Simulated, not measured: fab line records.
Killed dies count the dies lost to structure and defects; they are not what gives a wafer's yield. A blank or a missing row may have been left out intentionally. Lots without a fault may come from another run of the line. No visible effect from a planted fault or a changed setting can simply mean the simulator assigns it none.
Commonality check across tools | flow sky130 | Sample size 11 lots and 33 wafers

## THE REASON FOR OPENING IT
2 of 11 lots carry a flag on the reading NWELL_RS at SKY_NWELL_RS_MEAS_29. No-fault wafers: 624.1 ohm/sq, standard deviation 1.9.
Rule: a lot is flagged in two cases, either no wafer of it has a number, or all its wafers with numbers fall more than 4 standard deviations from that mean. All remaining lots are regarded as sound.

lot  | measured     | on            | NWELL_RS (ohm/sq), wafer by wafer | flag
L307 | day 5 05:47  | film_metro-04 | 625.3 625.9 624.9                 |
L308 | day 5 15:43  | film_metro-02 | 624.2 624.7 623.6                 |
L309 | day 5 23:49  | film_metro-02 | 621.6 622.4 620.6                 |
L310 | day 6 01:25  | film_metro-01 | 622.5 623.0 622.4                 |
L318 | day 8 01:44  | film_metro-04 | 615.3 614.7 613.4                 | FLAGGED
L319 | day 8 09:53  | film_metro-02 | 612.4 612.4 612.4                 | FLAGGED
L321 | day 8 23:41  | film_metro-01 | 623.5 623.4 622.8                 |
L323 | day 9 10:07  | film_metro-01 | 626.0 624.3 625.0                 |
L325 | day 10 00:26 | film_metro-02 | 624.4 623.6 625.7                 |
L329 | day 11 00:29 | film_metro-04 | 626.3 624.2 626.4                 |
L330 | day 11 02:46 | film_metro-04 | 622.8 622.4 621.7                 |
Average over the flagged lots: 613.4 ohm/sq; offset from the usual -10.7 ohm/sq, equal to -6 standard deviations.

## WHICH TOOL RAN EACH LOT
2 process steps preceding the reading are held in the record, out of 708 steps in the route. In each cell: the tool, then ch and the chambers that the sampled wafers went through, then the start.
lot  | flag    | SKY_DNWELL_STRIP_08                 | SKY_NWELL_IMPLANT_12
L307 |         | plasma_asher-04 ch 0,1, day 3 02:41 | implanter-01 ch 0, day 4 11:44
L308 |         | plasma_asher-04 ch 0, day 3 11:41   | implanter-02 ch 0, day 4 21:08
L309 |         | plasma_asher-02 ch 0,1, day 3 17:29 | implanter-01 ch 0, day 5 04:11
L310 |         | plasma_asher-02 ch 0,1, day 3 19:52 | implanter-03 ch 0, day 5 06:33
L318 | FLAGGED | plasma_asher-04 ch 0,1, day 5 14:50 | implanter-01 ch 0, day 7 05:09
L319 | FLAGGED | plasma_asher-03 ch 1, day 5 22:32   | implanter-01 ch 0, day 7 13:27
L321 |         | plasma_asher-02 ch 0,1, day 6 10:50 | implanter-03 ch 0, day 8 03:14
L323 |         | plasma_asher-02 ch 0,1, day 6 21:08 | implanter-03 ch 0, day 8 13:11
L325 |         | plasma_asher-03 ch 0,1, day 7 09:44 | implanter-02 ch 0, day 9 02:37
L329 |         | plasma_asher-04 ch 0,1, day 8 07:38 | implanter-03 ch 0, day 10 02:10
L330 |         | plasma_asher-02 ch 0,1, day 8 09:11 | implanter-02 ch 0, day 10 03:50
What these steps do:
- SKY_DNWELL_STRIP_08: strips in O2/N2.
- SKY_NWELL_IMPLANT_12
- SKY_NWELL_RS_MEAS_29: measures by four-point-probe.

## FLAGGED AGAINST TOTAL, ONE TOOL AT A TIME (gauges that did the reading follow at the end)
step                 | tool            | lots run | flagged | share of the flagged lots | sound lots run after its first flagged lot
SKY_DNWELL_STRIP_08  | plasma_asher-02 | 5        | 0       | none                      | -
SKY_DNWELL_STRIP_08  | plasma_asher-03 | 2        | 1       | some                      | 1 (L325)
SKY_DNWELL_STRIP_08  | plasma_asher-04 | 4        | 1       | some                      | 1 (L329)
SKY_NWELL_IMPLANT_12 | implanter-01    | 4        | 2       | all                       | 0
SKY_NWELL_IMPLANT_12 | implanter-02    | 3        | 0       | none                      | -
SKY_NWELL_IMPLANT_12 | implanter-03    | 4        | 0       | none                      | -
SKY_NWELL_RS_MEAS_29 | film_metro-01   | 3        | 0       | none                      | -
SKY_NWELL_RS_MEAS_29 | film_metro-02   | 4        | 1       | some                      | 1 (L325)
SKY_NWELL_RS_MEAS_29 | film_metro-04   | 4        | 1       | some                      | 2 (L329,L330)

## WHAT THE TABLE ALLOWS
In the table, 1 row covers all flagged lots: implanter-01 at SKY_NWELL_IMPLANT_12.
- implanter-01 at SKY_NWELL_IMPLANT_12 ran 4 lots, 2 of them flagged. Last sound lot L309 at day 5 04:11, first flagged lot L318 at day 7 05:09; a fault beginning in between fits. Its own readings (dose_ions_cm2, faraday_current_uA) fall more than 4 standard deviations out on all wafers of the flagged lots.
One tool is left: implanter-01 at SKY_NWELL_IMPLANT_12.

## WHAT THE SIMULATOR HAD INSERTED
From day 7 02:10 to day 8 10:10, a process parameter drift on implanter-01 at SKY_NWELL_IMPLANT_12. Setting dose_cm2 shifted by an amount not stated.
Shown lots that were struck: L318, L319. The same result came from the rule above.
